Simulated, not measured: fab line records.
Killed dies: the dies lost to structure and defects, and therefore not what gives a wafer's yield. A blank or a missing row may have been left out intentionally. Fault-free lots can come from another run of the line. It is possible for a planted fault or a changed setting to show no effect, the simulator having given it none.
fab line records | flow sfq-line
record: lots: 13 wafers: 39 last-day: 77
route steps=325 shown L0V@20
lots that met no fault: taken from a fault-free run of the same line
start-h: the number of hours between the record's first day and the start of the first shown wafer of the lot | wait-h: hours from the lot's prior step to this one | " the same as in the row above | L1.1+2: several wafers, shown together as one row | - either no value or no given start | * or withheld: withheld | < > ~ a bound
route shown NAME@n: names a module that has steps shown in the file, with the first one's number in the route | usual: the fault-free wafers' mean and standard deviation | same: alike in all rows | chamber/n: place in a boat | sites: readings site by site | _std_site: standard deviation across them | _edge_site: mean of outer sites minus mean of inner sites | radius-mm: how far each site lies from the wafer's centre | mask NAME#n: copy n | behind: the most recent tool/chamber to have shaped the wafer | hold: why the lot was held/for how many hours/how that ended | device: whichever transistor did not switch (one of n, p or np) | end of line: the tests these same wafers got at the end of their route | step lacking rows: just its recipe | killed: dies lost to structure and defects at the first sort, not the wafer's yield | map: per-die view of a wafer (x killed, . not killed, _ where there is no die)
set.NAME: the setting the step ran with; set.NAME@STEP: the setting that earlier step ran with | model.NAME: the simulator's own value behind a step, which no gauge read
route steps across a sampled set of lots; one table per step, one row per wafer
services: a tool's chamber out of use, with start hour (start-h, from the record's first day; less than 0 if before it), hours out, and reason
== steps ==
step: SFQ_TRILAYER_L0_VIA_LITHO_EXPOSE_014
recipe: mask-id: L0V na: 0.6 source-shape: conventional sigma-outer: 0.65 target-cd-nm: 700 dose-mj: 21.3
usual: stage-vel-mm-s: 499.98/0.24
same: na: 0.6
columns lot.wafer tool chamber start-h wait-h mask stage-vel-mm-s
L623.2 krf-scanner-02 0 105.11 - L0V#0 499.87
L623.5 " 0 " " L0V#0 499.96
L623.6 " 0 " " L0V#0 499.94
L624.1 krf-scanner-02 0 110.91 - L0V#0 500.01
L624.2 " 0 " " L0V#0 500.18
L624.4 " 0 " " L0V#0 500.07
L625.1 krf-scanner-02 0 115.71 - L0V#0 500.11
L625.2 " 0 " " L0V#0 500.30
L625.5 " 0 " " L0V#0 500.32
L626.2 krf-scanner-02 0 121.91 - L0V#0 500.28
L626.3 " 0 " " L0V#0 500.40
L626.4 " 0 " " L0V#0 500.14
L627.4 krf-scanner-02 0 127.11 - L0V#0 499.76
L627.5 " 0 " " L0V#0 500.01
L627.6 " 0 " " L0V#0 500.29
L628.2 krf-scanner-02 0 129.21 - L0V#0 499.79
L628.4 " 0 " " L0V#0 499.85
L628.5 " 0 " " L0V#0 499.72
L629.3 krf-scanner-02 0 134.21 - L0V#0 499.65
L629.5 " 0 " " L0V#0 499.91
L629.6 " 0 " " L0V#0 500.03
L630.1 krf-scanner-02 0 142.21 - L0V#0 500.03
L630.2 " 0 " " L0V#0 500.19
L630.5 " 0 " " L0V#0 500.23
L631.2 krf-scanner-02 0 147.21 - L0V#0 500.15
L631.3 " 0 " " L0V#0 499.99
L631.6 " 0 " " L0V#0 499.84
L632.3 krf-scanner-02 0 153.41 - L0V#0 499.81
L632.5 " 0 " " L0V#0 499.59
L632.6 " 0 " " L0V#0 500.15
L633.2 krf-scanner-02 0 155.61 - L0V#0 499.82
L633.5 " 0 " " L0V#0 499.62
L633.6 " 0 " " L0V#0 499.90
L634.4 krf-scanner-02 0 163.21 - L0V#0 499.69
L634.5 " 0 " " L0V#0 499.98
L634.6 " 0 " " L0V#0 499.92
L635.2 krf-scanner-02 0 169.81 - L0V#0 500.18
L635.3 " 0 " " L0V#0 499.64
L635.4 " 0 " " L0V#0 499.95
step: SFQ_L0V_OVL_MEAS_903
usual: L0V_OVL: -2/4.8
columns lot.wafer tool chamber start-h wait-h L0V_OVL[nm]
L623.2 overlay-02 - 106.42 0.1 -2
L623.5 " - " " -7
L623.6 " - " " -5
L624.1 overlay-02 - 112.41 0.1 -3
L624.2 " - " " -6
L624.4 " - " " -1
L625.1 overlay-01 - 117.21 0.1 -1
L625.2 " - " " 2
L625.5 " - " " 2
L626.2 overlay-02 - 123.25 0.1 1
L626.3 " - " " -5
L626.4 " - " " -2
L627.4 overlay-01 - 128.03 0.1 6
L627.5 " - " " 5
L627.6 " - " " 2
L628.2 overlay-02 - 130.52 0.1 -5
L628.4 " - " " 3
L628.5 " - " " -8
L629.3 overlay-01 - 135.33 0.1 -4
L629.5 " - " " -7
L629.6 " - " " -5
L630.1 overlay-01 - 143.72 0.1 -4
L630.2 " - " " -4
L630.5 " - " " -5
L631.2 overlay-01 - 148.52 0.1 3
L631.3 " - " " 1
L631.6 " - " " -3
L632.3 overlay-01 - 154.53 0.1 176
L632.5 " - " " 175
L632.6 " - " " 177
L633.2 overlay-01 - 156.92 0.1 170
L633.5 " - " " 168
L633.6 " - " " 178
L634.4 overlay-02 - 164.14 0.1 171
L634.5 " - " " 175
L634.6 " - " " 172
L635.2 overlay-02 - 171.12 0.1 176
L635.3 " - " " 178
L635.4 " - " " 178
== services ==
columns tool chamber start-h hours kind
krf-scanner-02 - 84.96 0.8 pm
krf-scanner-02 - 127.71 1.3 pm
krf-scanner-02 - 163.81 1.0 pm
== key ==
first-sign: step: SFQ_L0V_OVL_MEAS_903 reading: L0V_OVL direction: up sigmas: 37 usual: -2 struck: 174
effect none on later readings
met-at SFQ_TRILAYER_L0_VIA_LITHO_EXPOSE_014
struck-lots L632,L633,L634,L635
onset-between 147.21 153.41
also-fits time
fault: kind: scanner-matching-overlay tool: krf-scanner-02 chamber: - onset-h: 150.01 steps: SFQ_TRILAYER_L0_VIA_LITHO_EXPOSE_014 offset: 175
